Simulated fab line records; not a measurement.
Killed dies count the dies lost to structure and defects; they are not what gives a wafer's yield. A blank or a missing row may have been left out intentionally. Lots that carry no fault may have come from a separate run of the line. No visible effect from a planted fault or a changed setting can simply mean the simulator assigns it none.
A lot that was struck, set against a sound lot ; flow sky130 ; 27 out of 708 route steps
Sound: the wafers L800.1, L800.5, L800.6. Struck: wafers L816.3, L816.4, L816.6. The cause comes at the end.
For every step that has rows: the tool of each side, followed by ch and its chambers, followed by its first start. Under that, the readings that differ: sound wafers ; struck wafers ; difference of the means ; sigmas: that difference in standard deviations of wafers without a fault.
alike: readings whose means differ by less than 2 such deviations, and words and numbers that are the same on both sides. not compared: withheld readings, readings that some wafer has no value for, bounds like >300 that may hide the same value, and numbers for which the record gives no deviation and whose values overlap.
A row with sigmas, a row that says differs or no value, or rows on one side alone: a step with any of these is where the two part. Numbers that don't overlap but have no deviation are shown without sigmas and don't part them. A reading missing from all wafers of one side parts the sides only when that side holds two or more wafers.

first, 2 steps without rows for these wafers: SKY_LDD_LDN_PEB_05; SKY_LDD_LDN_DEVELOP_06 (develop time 60 s).
SKY_LDD_LDN_OVL_MEAS_07:
  sound on overlay-02, day 22 15:40; struck on overlay-02, day 29 02:26
  alike: LDD_LDN_OVL
then, 4 steps without rows for these wafers: SKY_LDD_LDN_IMPLANT_08; SKY_LDD_LDN_IMPLANT_09; SKY_LDD_LDN_IMPLANT_10; SKY_LDD_LDN_IMPLANT_11.
SKY_LDD_LDN_STRIP_12: strips in O2/N2.
  sound on plasma asher-04 ch 0,1, day 22 16:18; struck on plasma asher-03 ch 0,1, day 29 03:06
  alike: drypump motor current A, oes product au, strip time to endpoint s
  not compared: rf hours counter h
SKY_LDD_LDN_TW_MEAS_13:
  sound on film metro-03, day 22 16:24; struck on film metro-02, day 29 03:11
reading;sound;struck;difference;sigmas
LDD_LDN_TW;1481 1486 1489;1456 1461 1466;-24;-2
then, 2 steps without rows for these wafers: SKY_LDD_LDN_CLEAN_14 (cleans in SC1/SC2, time 150 s); SKY_SPACER_CVD_00 (deposits Si3N4 from DCS/NH3, target thk 43.1 nm, time 740 s).
SKY_SPACER_THK_MEAS_01:
  sound on film metro-02, day 22 17:43; struck on film metro-03, day 29 07:20
  alike: SPACER_CVD_00_THK
SKY_SPACER_ETCHBACK_02: etches Si3N4 in CH3F/O2, stops on SiO2, time 46.7 s, target depth 45 nm.
  sound on rie diel-01 ch 0,3, day 22 17:47; struck on rie diel-03 ch 0,3, day 29 07:23
reading;sound;struck;difference;sigmas
model.SiO2_of_SONOS_ONO_CVD_04.thk nm (nm);4.166 4.097 4.172;2.736 2.632 2.601;-1.489;
  alike: drypump motor current A, oes product au, throttle valve pct
  not compared: rf hours counter h
then, 8 steps without rows for these wafers: SKY_POLY_CUT_DEHYDRATE_00 (time 60 s); SKY_POLY_CUT_HMDS_01 (prime time 60 s); SKY_POLY_CUT_COAT_02 (resist thk 60 nm); SKY_POLY_CUT_COAT_03 (resist thk 450 nm); SKY_POLY_CUT_SOFTBAKE_04 (time 90 s); SKY_POLY_CUT_EXPOSE_05 (exposes mask NPCM, target cd 270 nm); SKY_POLY_CUT_PEB_06; SKY_POLY_CUT_DEVELOP_07 (develop time 60 s).
SKY_POLY_CUT_CD_MEAS_08: target cd 270 nm.
  sound on cd sem-02, day 24 00:01; struck on cd sem-01, day 30 12:09
  alike: cd nm
SKY_POLY_CUT_OVL_MEAS_09:
  sound on overlay-02, day 24 00:08; struck on overlay-02, day 30 12:14
  alike: POLY_CUT_OVL
SKY_POLY_CUT_ETCH_10: etches BARC in N2/H2, stops on SiO2, time 45.9 s, target depth 60 nm.
  sound on rie diel-02 ch 1,2, day 24 00:10; struck on rie diel-02 ch 1,2, day 30 12:16
  alike: drypump motor current A, oes product au, throttle valve pct
  not compared: rf hours counter h
SKY_POLY_CUT_ETCH_11: etches Si3N4 in CF4/CH2F2/Ar, stops on poly-Si, time 42.5 s, target depth 60 nm.
  sound on rie diel-02 ch 1,2, day 24 00:13; struck on rie diel-02 ch 1,2, day 30 12:19
reading;sound;struck;difference;sigmas
oes product au (a.u.);0.833 0.834 0.839;0.784 0.801 0.791;-0.043;-6
model.etch.depth nm (nm);62.59 62.73 62.79;56.95 57.58 56.86;-5.57;
model.POLY_CUT.feature depth nm (nm);62.59 62.73 62.79;56.95 57.58 56.86;-5.57;
  alike: drypump motor current A, throttle valve pct
  not compared: rf hours counter h
SKY_POLY_CUT_STRIP_12: strips in O2/N2.
  sound on plasma asher-01 ch 0,1, day 24 00:15; struck on plasma asher-02 ch 0,1, day 30 12:23
  alike: drypump motor current A, oes product au, strip time to endpoint s
  not compared: rf hours counter h
-- record jumps: 20 days separate the struck wafers' starts on either side; left off in module POLY_CUT, taken up again in module PAD_OPEN, whose first shown step is the route's number 708 --
SKY_PAD_OPEN_PROBE_99:
  sound on prober-01, day 45 15:05; struck on prober-02, day 50 01:05
reading;sound;struck;difference;sigmas
model.etest.pfet_01v8.r on ohm um;2940 2918 2857;2766 2720 2752;-159;
model.etest.res pdiff.line ohm um;1407 1375 1396;1267 1274 1279;-119;
model.etest.res ndiff.line ohm um;765.6 759.4 756.1;716.3 737.4 724.7;-34.2;
model.etest.sonos uncharged.r on ohm um;813.3 805.8 803.5;797.5 790.6 797;-12.5;
model.etest.pfet_01v8.drive ua um;189.7 191.7 193.9;203.4 207.1 205.7;+13.6;
model.etest.res pdiff.rs ohm sq;199.8 199.7 199.5;184.1 180.7 183.1;-17.0;
model.etest.pfet_01v8_hvt.drive ua um;140.7 141.7 144.9;151 154 151.5;+10;
model.etest.sram pfet latch.drive ua um;133.9 135.8 141.8;146.6 147.6 145.4;+9.4;

== WHERE THEY PART ==
At SKY_LDD_LDN_TW_MEAS_13 first; at SKY_POLY_CUT_ETCH_11 last (within this record only). Later steps at which nothing parts them and some readings are alike: SKY_POLY_CUT_STRIP_12.

WHY: what the simulator had put in
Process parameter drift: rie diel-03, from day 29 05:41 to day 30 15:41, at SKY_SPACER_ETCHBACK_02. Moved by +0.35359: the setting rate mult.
